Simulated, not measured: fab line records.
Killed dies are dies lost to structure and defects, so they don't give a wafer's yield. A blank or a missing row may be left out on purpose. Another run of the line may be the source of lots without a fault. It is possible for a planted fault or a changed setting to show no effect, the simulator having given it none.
fab line records	flow sky130
[record] lots = 12	wafers = 36	lastDay = 50
route steps=708 shown VIA3@576 CAP2M@603 METAL4@634 PAD_OPEN@708
lots with no fault: from the same line, run without faults
startH: hours from the record's opening day to when the first of the lot's shown wafers began	waitH: hours since the lot's step before	" as in the row above	L1.1+2: a row that stands for several wafers	- value missing, or start not given	* or withheld: withheld	< > ~ a bound
route shown NAME@n: NAME is a module with steps in the file, n the number in the route of the first one	usual: average and standard deviation across the fault-free wafers	same: alike in all rows	chamber/n: place in a boat	sites: the reading at each site	_std_site: the standard deviation of these	_edge_site: the outer-site mean with the inner-site mean subtracted	radiusMm: for every site, how far away it sits from the centre of the wafer	mask NAME#n: copy n	behind: the tool/chamber that last shaped the wafer	hold: the reason the lot was held/the length of the hold in hours/how it ended	device: which transistor (n, p or np) failed to switch	end of line: tests run on the same wafers once the route is complete	for a step that has no rows: nothing shown but its recipe	killed: dies that structure and defects cost at the first sort, which is not the same as the wafer's yield	map: per-die view of a wafer (x killed, . not killed, _ where there is no die)
set.NAME: the setting the step ran with; set.NAME@STEP: the setting that earlier step ran with	model.NAME: the simulator's own value behind a step, which no gauge read
one table for each step of the route and one row for each wafer, over a sample of lots
services: the hour from which a tool's chamber was out of use, counted from the record's first day as startH (under 0 if before that day), plus the number of hours and why
[[steps]]
[step SKY_VIA3_BOW_MEAS_03]
[recipe] mode = bow
[usual] VIA3_BOW = 80/7.3
lot.wafer	tool	chamber	startH	waitH	VIA3_BOW[um]
L149.1	filmMetro-01	-	914.58	0.1	76
L149.3	"	-	"	"	72
L149.5	"	-	"	"	87
L150.3	filmMetro-01	-	936.14	0.3	76
L150.4	"	-	"	"	78
L150.6	"	-	"	"	82
L151.2	filmMetro-04	-	938.10	0.1	92
L151.4	"	-	"	"	97
L151.6	"	-	"	"	92
L158.2	filmMetro-02	-	981.91	0.1	84
L158.3	"	-	"	"	80
L158.5	"	-	"	"	83
L161.1	filmMetro-01	-	999.68	0.1	84
L161.3	"	-	"	"	77
L161.5	"	-	"	"	90
L164.1	filmMetro-01	-	1025.07	0.2	92
L164.2	"	-	"	"	93
L164.3	"	-	"	"	84
L165.2	filmMetro-02	-	1036.46	0.1	71
L165.3	"	-	"	"	75
L165.4	"	-	"	"	74
L166.1	filmMetro-02	-	1041.57	0.2	73
L166.2	"	-	"	"	67
L166.5	"	-	"	"	77
L167.1	filmMetro-01	-	1045.95	0.1	70
L167.3	"	-	"	"	79
L167.5	"	-	"	"	69
L168.3	filmMetro-02	-	1050.29	0.2	80
L168.4	"	-	"	"	90
L168.6	"	-	"	"	79
L169.2	filmMetro-04	-	1057.99	0.2	82
L169.3	"	-	"	"	61
L169.5	"	-	"	"	75
L170.4	filmMetro-02	-	1061.11	0.3	70
L170.5	"	-	"	"	80
L170.6	"	-	"	"	80
[step SKY_VIA3_ETCH_14]
[recipe] chemistry = N2/H2	target = BARC	ionEnergyEv = 200	sourceW = 500	biasW = 100	pressureMtorr = 30	n2FlowSccm = 100	h2FlowSccm = 200	stopOn = SiO2	timeS = 45.9	targetDepthA = 600
[usual] drypumpMotorCurrentA = 5.66/0.27	oesProductAu = 0.854/0.005	throttleValvePct = 13.225/0.009
[same] timeS = 45.9
lot.wafer	tool	chamber	startH	waitH	drypumpMotorCurrentA	oesProductAu	rfHoursCounterH	throttleValvePct
L149.1	rieDiel-04	0	939.32	0.0	5.56	0.847	19	13.225
L149.3	"	2	"	"	6.38	0.862	27	13.217
L149.5	"	2	"	"	6.39	0.849	-	13.219
L150.3	rieDiel-01	1	961.32	0.0	5.83	0.854	12	13.238
L150.4	"	0	"	"	5.57	0.862	19	13.216
L150.6	"	0	"	"	5.54	0.856	-	13.206
L151.2	rieDiel-01	2	962.49	0.0	5.81	0.848	3	13.229
L151.4	"	0	"	"	5.52	0.859	19	13.233
L151.6	"	1	"	"	5.87	0.853	-	13.224
L158.2	rieDiel-01	0	1005.28	0.0	5.56	0.854	20	13.239
L158.3	"	3	"	"	5.29	0.855	22	13.227
L158.5	"	1	"	"	5.82	0.853	-	13.223
L161.1	rieDiel-01	0	1023.28	0.0	5.53	0.854	20	13.220
L161.3	"	1	"	"	5.88	0.854	14	13.229
L161.5	"	1	"	"	5.88	0.852	-	13.232
L164.1	rieDiel-03	2	1047.62	0.0	5.69	0.853	1	13.231
L164.2	"	3	"	"	6.04	0.855	13	13.213
L164.3	"	0	"	"	5.33	0.851	10	13.234
L165.2	rieDiel-01	2	1059.23	0.0	5.84	0.845	5	13.224
L165.3	"	3	"	"	5.35	0.853	24	13.237
L165.4	"	1	"	"	5.84	0.861	15	13.236
L166.1	rieDiel-04	2	1063.67	0.0	6.37	0.850	31	13.221
L166.2	"	1	"	"	5.21	0.843	29	13.215
L166.5	"	0	"	"	5.54	0.860	-	13.222
L167.1	rieDiel-04	3	1067.82	0.0	5.89	0.854	28	13.237
L167.3	"	2	"	"	6.35	0.857	31	13.208
L167.5	"	0	"	"	5.56	0.856	-	13.224
L168.3	rieDiel-01	0	1071.63	0.0	5.54	0.855	22	13.215
L168.4	"	1	"	"	5.82	0.858	15	13.236
L168.6	"	0	"	"	5.54	0.855	-	13.228
L169.2	rieDiel-04	0	1079.64	0.0	5.56	0.854	24	13.223
L169.3	"	1	"	"	5.22	0.868	30	13.231
L169.5	"	2	"	"	6.39	0.857	-	13.219
L170.4	rieDiel-01	1	1082.14	0.0	5.84	0.855	16	13.222
L170.5	"	2	"	"	5.81	0.859	-	13.216
L170.6	"	1	"	"	5.86	0.854	-	13.224
[step SKY_CAP2M_CVD_00]
[recipe] material = SiO2	targetThkNm = 15.5	tempC = 400	timeS = withheld	rfW = 450
[usual] heaterPowerW = 705/81
lot.wafer	tool	chamber	startH	waitH	heaterPowerW
L149.1	pecvd-03	2	940.83	0.0	900
L149.3	"	0	"	"	678
L149.5	"	0	"	"	675
L150.3	pecvd-03	1	962.84	0.0	601
L150.4	"	0	"	"	639
L150.6	"	2	"	"	924
L151.2	pecvd-01	2	964.15	0.0	694
L151.4	"	2	"	"	692
L151.6	"	0	"	"	503
L158.2	pecvd-03	0	1006.79	0.0	632
L158.3	"	2	"	"	930
L158.5	"	0	"	"	636
L161.1	pecvd-02	2	1024.79	0.0	753
L161.3	"	1	"	"	793
L161.5	"	1	"	"	765
L164.1	pecvd-03	0	1049.16	0.0	586
L164.2	"	1	"	"	675
L164.3	"	2	"	"	780
L165.2	pecvd-03	1	1061.17	0.0	609
L165.3	"	2	"	"	874
L165.4	"	0	"	"	690
L166.1	pecvd-02	2	1065.21	0.0	682
L166.2	"	0	"	"	714
L166.5	"	2	"	"	675
L167.1	pecvd-02	0	1069.40	0.0	675
L167.3	"	2	"	"	729
L167.5	"	0	"	"	701
L168.3	pecvd-02	1	1073.18	0.0	734
L168.4	"	1	"	"	763
L168.6	"	0	"	"	710
L169.2	pecvd-02	1	1081.18	0.0	754
L169.3	"	0	"	"	735
L169.5	"	2	"	"	624
L170.4	pecvd-01	2	1083.66	0.0	673
L170.5	"	1	"	"	683
L170.6	"	2	"	"	672
[step SKY_METAL4_METAL_ETCH_18]
[recipe] targetDepthA = 8450	stopOn = SiO2	overEtchFrac = 0.3	timeS = 183.1	chemistry = Cl2/BCl3	resistSidewallDeg = 88	pressureMtorr = 10	icpW = 900	biasW = 48.5	Cl2_flow_sccm = 60	bcl3FlowSccm = 30
[usual] drypumpMotorCurrentA = 5.8/0.48	oesProductAu = 0.865/0.0071	overEtchFrac = 0.3/0	throttleValvePct = 22.265/0.0099
[same] timeS = 183.1
lot.wafer	tool	chamber	startH	waitH	drypumpMotorCurrentA	oesProductAu	overEtchFrac	rfHoursCounterH	throttleValvePct
L149.1	rieMetal-01	0	990.03	0.0	5.5	0.850	0.3	15	22.255
L149.3	"	0	"	"	5.5	0.863	0.3	-	22.269
L149.5	"	0	"	"	5.5	0.863	0.3	-	22.268
L150.3	rieMetal-03	1	1011.90	0.1	6.1	0.872	0.3	-	22.269
L150.4	"	0	"	"	5.4	0.855	0.3	-	22.272
L150.6	"	0	"	"	5.4	0.866	0.3	-	22.265
L151.2	rieMetal-03	1	1013.08	0.0	6.1	0.872	0.3	15	22.270
L151.4	"	1	"	"	6.1	0.870	0.3	-	22.252
L151.6	"	1	"	"	6.1	0.861	0.3	-	22.267
L158.2	rieMetal-03	0	1053.08	0.0	5.4	0.853	0.3	8	22.261
L158.3	"	0	"	"	5.4	0.867	0.26521	-	22.259
L158.5	"	1	"	"	6.1	0.874	0.26521	-	22.257
L161.1	rieMetal-04	0	1070.18	0.0	6.4	0.858	0.3	19	22.254
L161.3	"	1	"	"	6.7	0.860	0.3	-	22.277
L161.5	"	1	"	"	6.7	0.856	0.3	-	22.248
L164.1	rieMetal-04	0	1091.99	0.0	6.4	0.860	0.3	21	22.277
L164.2	"	1	"	"	6.8	0.878	0.3	22	22.270
L164.3	"	1	"	"	6.8	0.875	0.3	-	22.258
L165.2	rieMetal-01	0	1102.63	0.0	5.5	0.868	0.3	22	22.282
L165.3	"	1	"	"	5.3	0.855	0.3	-	22.264
L165.4	"	0	"	"	5.5	0.868	0.3	-	22.261
L166.1	rieMetal-01	1	1107.58	0.0	5.4	0.863	0.3	28	22.257
L166.2	"	0	"	"	5.5	0.861	0.3	23	22.254
L166.5	"	1	"	"	5.3	0.863	0.3	-	22.266
L167.1	rieMetal-01	1	1111.58	0.0	5.3	0.881	0.3	29	22.263
L167.3	"	1	"	"	5.4	0.866	0.3	-	22.263
L167.5	"	0	"	"	5.5	0.874	0.3	-	22.264
L168.3	rieMetal-01	0	1114.64	0.1	5.5	0.870	0.3	-	22.275
L168.4	"	1	"	"	5.4	0.874	0.3	-	22.256
L168.6	"	1	"	"	5.3	0.881	0.3	-	22.278
L169.2	rieMetal-01	1	1125.29	0.1	5.3	0.877	0.3	-	22.269
L169.3	"	1	"	"	5.4	0.866	0.3	-	22.254
L169.5	"	1	"	"	5.3	0.882	0.3	-	22.274
L170.4	rieMetal-04	0	1125.99	0.1	6.4	0.874	0.3	-	22.268
L170.5	"	1	"	"	6.7	0.861	0.3	-	22.259
L170.6	"	0	"	"	6.4	0.859	0.3	-	22.269
[step SKY_PAD_OPEN_PROBE_99]
[usual] defectLimitedYield = 82.4/1.9	killed_at_M0_to_M3 = 44/7.5	killed_at_M4_up = 3.2/1.9	killedAtContacts = 23/4.7	killedAtFrontEnd = 15/4.7	killedAtOther = 0.4/0.66	killedDies = 87/9.3	killedOpen = 47/7.2	killedShort = 39/6.5	sort_bin_3_pad_short = 0.8/0.39	sort_bin_5_function = 10.5/1.4	sort_bin_6_memory = 6.3/1.2	sortNPass = 405/9.3	sortYieldPct = 82.4/1.9
[same] grossDies = 492	killedAtBackSide = 0	sort_bin_4_leakage[%] = 0	sort_bin_8_speed[%] = 0
lot.wafer	tool	chamber	startH	waitH	defectLimitedYield[%]	killed_at_M0_to_M3	killed_at_M4_up	killedAtContacts	killedAtFrontEnd	killedAtOther	killedDies	killedOpen	killedShort	sort_bin_3_pad_short[%]	sort_bin_5_function[%]	sort_bin_6_memory[%]	sortNPass	sortYieldPct[%]
L170.4	prober-02	-	1199.84	0.2	85.2	36	2	25	10	0	73	44	29	0.6	9.3	4.9	419	85.2
L170.5	prober-02	-	1199.89	0.2	84.8	38	5	21	11	0	75	43	31	0.8	11.0	3.5	417	84.8
L170.6	prober-02	-	1199.94	0.2	85.8	38	3	20	8	1	70	40	29	0.8	8.7	4.7	422	85.8
// killed by level:class
L170.4 CONTACT:geometricParticle:open=14 VIA1:geometricParticle:open=9 METAL2:geometricParticle:short=7 LI_CONTACT:geometricParticle:open=5 FIELD_ISO:geometricParticle:open=4 VIA1:geometricParticle:short=4 CONTACT:geometricParticle:short=4 VIA2:geometricParticle:short=4
L170.5 VIA1:geometricParticle:open=13 CONTACT:geometricParticle:open=8 VIA3:geometricParticle:open=7 METAL2:geometricParticle:short=7 VIA1:geometricParticle:short=5 FIELD_ISO:geometricParticle:short=4 LI_CONTACT:geometricParticle:open=3 LOCAL_INTERCONNECT:geometricParticle:open=3
L170.6 VIA3:geometricParticle:open=10 VIA1:geometricParticle:open=9 CONTACT:geometricParticle:open=8 METAL3:geometricParticle:short=4 LI_CONTACT:geometricParticle:short=4 METAL4:geometricParticle:short=3 FIELD_ISO:geometricParticle:open=3 LI_CONTACT:geometricParticle:open=3
[[services]]
tool	chamber	startH	hours	kind
rieDiel-01	2	930.93	3.9	repair
rieMetal-01	0	933.20	41.5	repair
rieMetal-01	1	941.49	1.2	repair
rieDiel-04	0	969.95	19.9	repair
rieMetal-04	-	984.40	0.2	repair
pecvd-03	-	992.17	3.2	repair
rieDiel-04	2	994.33	8.7	repair
rieDiel-04	-	994.80	0.5	repair
rieDiel-04	1	999.26	6.3	repair
rieMetal-04	-	1001.93	2.8	pm
rieDiel-01	0	1008.08	9.8	repair
rieDiel-01	1	1009.95	2.3	repair
rieMetal-04	-	1010.97	14.6	pm
rieMetal-01	-	1021.74	0.5	repair
rieDiel-04	-	1035.67	1.4	repair
rieDiel-01	2	1038.91	6.5	repair
pecvd-02	1	1042.83	2.3	repair
rieDiel-04	1	1043.11	5.9	repair
pecvd-02	-	1048.96	0.9	repair
rieDiel-01	2	1087.09	2.1	repair
pecvd-03	-	1088.34	10.0	repair
pecvd-03	0	1110.82	11.4	repair
rieDiel-01	-	1114.64	28.1	pm
rieDiel-04	-	1118.40	0.3	repair
[[key]]
[firstSign] step = SKY_METAL4_METAL_ETCH_18	reading = overEtchFrac	direction = down	sigmas = 99+	usual = 0.3	struck = 0.26521
effect none on later readings
metAt SKY_METAL4_METAL_ETCH_18
struckLots L158
struckWafers L158.3,L158.5
notActingAt SKY_VIA3_BOW_MEAS_03,SKY_VIA3_ETCH_14,SKY_CAP2M_CVD_00
onsetBetween 1013.08 1053.08
[fault] kind = processParameterDrift	tool = rieMetal-03	chamber = -	onsetH = 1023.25	steps = SKY_METAL4_METAL_ETCH_18	channel = overEtchFrac	offset = -0.034788	shape = step	endH = 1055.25	scope = struckWafersOnly	actsIn = theseRecipesOnly	stated = 0.3
